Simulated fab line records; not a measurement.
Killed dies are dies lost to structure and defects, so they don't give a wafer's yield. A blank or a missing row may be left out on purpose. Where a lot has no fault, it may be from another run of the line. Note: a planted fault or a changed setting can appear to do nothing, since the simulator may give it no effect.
The same fault as seen by 2 desks :: flow sky130 :: numbers are kept per desk, each desk with only its own; the story behind them comes last

FROM THE METROLOGY DESK
What the gauges read, lot by lot, whatever tool the lot ran on: means of the sampled wafers that have a number. Marked OUT: a lot whose mean sits more than 4 standard deviations from the usual mean, which makes it out of limits; the brackets give that distance.
Columns: A = VIA1_BOW at SKY_VIA1_BOW_MEAS_03, usual 81 um; B = cd-nm at SKY_VIA1_CD_MEAS_12, usual 149.8 nm; C = VIA1_OVL at SKY_VIA1_OVL_MEAS_13, usual -1 nm
lot: L310
first seen here: day 34 06:16
A: 82
B: 148.7
C: 1

lot: L313
first seen here: day 35 10:44
A: 78
B: 154.1
C: 2

lot: L314
first seen here: day 35 15:35
A: 85
B: 147.4
C: -5

lot: L321
first seen here: day 37 09:40
A: 84
B: 150.4
C: -2

lot: L322
first seen here: day 37 23:07
A: 77
B: 153.0
C: -2

lot: L323
first seen here: day 38 08:53
A: 88
B: 153.3
C: 4
Result from this desk: across the 6 lots, nothing is out of limits.

TOOL OWNER'S DESK, rie-diel-01
The tool's own readings at SKY_VIA1_ETCH_15 (etches SiO2 in C4F8/O2/Ar, stops on TiN, target depth 351 nm, time 54 s): means of the sampled wafers that have a number, for each lot that ran on this tool. Marked OUT: a lot whose mean sits more than 4 standard deviations from the usual mean, which makes it out of limits; the brackets give that distance.
Columns: A = oes-product-au at SKY_VIA1_ETCH_15, usual 0.981 a.u.; B = rf-fwd-power-W at SKY_VIA1_ETCH_15, usual 1489 W
lot: L313
first seen here: day 36 13:04
A: 0.974
B: 1488

lot: L321
first seen here: day 38 11:09
A: 0.985
B: 1488

lot: L322
first seen here: day 39 01:14
A: 0.968
B: 1408 (-14) OUT

lot: L323
first seen here: day 39 10:11
A: 0.968
B: 1411 (-13) OUT
This desk's verdict: out of limits on L322, L323, starting with L322 at day 39 01:14 (rf-fwd-power-W at SKY_VIA1_ETCH_15). Within limits: L313, L321.

BROUGHT TOGETHER
The tool owner's desk had the chance to raise an alarm at day 39 01:14 on L322, L323.
At the metrology desk, nothing out of limits was observed.
The metrology desk has L322, L323 on record, within its limits.
On rie-diel-01, each named lot ran SKY_VIA1_ETCH_15.

WHAT WAS PUT IN BY THE SIMULATOR
rie-diel-01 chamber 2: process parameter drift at SKY_VIA1_ETCH_15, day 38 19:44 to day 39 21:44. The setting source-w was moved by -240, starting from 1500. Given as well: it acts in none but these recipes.
Lots struck among those shown: L322, L323.
How many hours passed from the start of the fault until each desk's first out-of-limits reading: the tool owner's desk, 6.
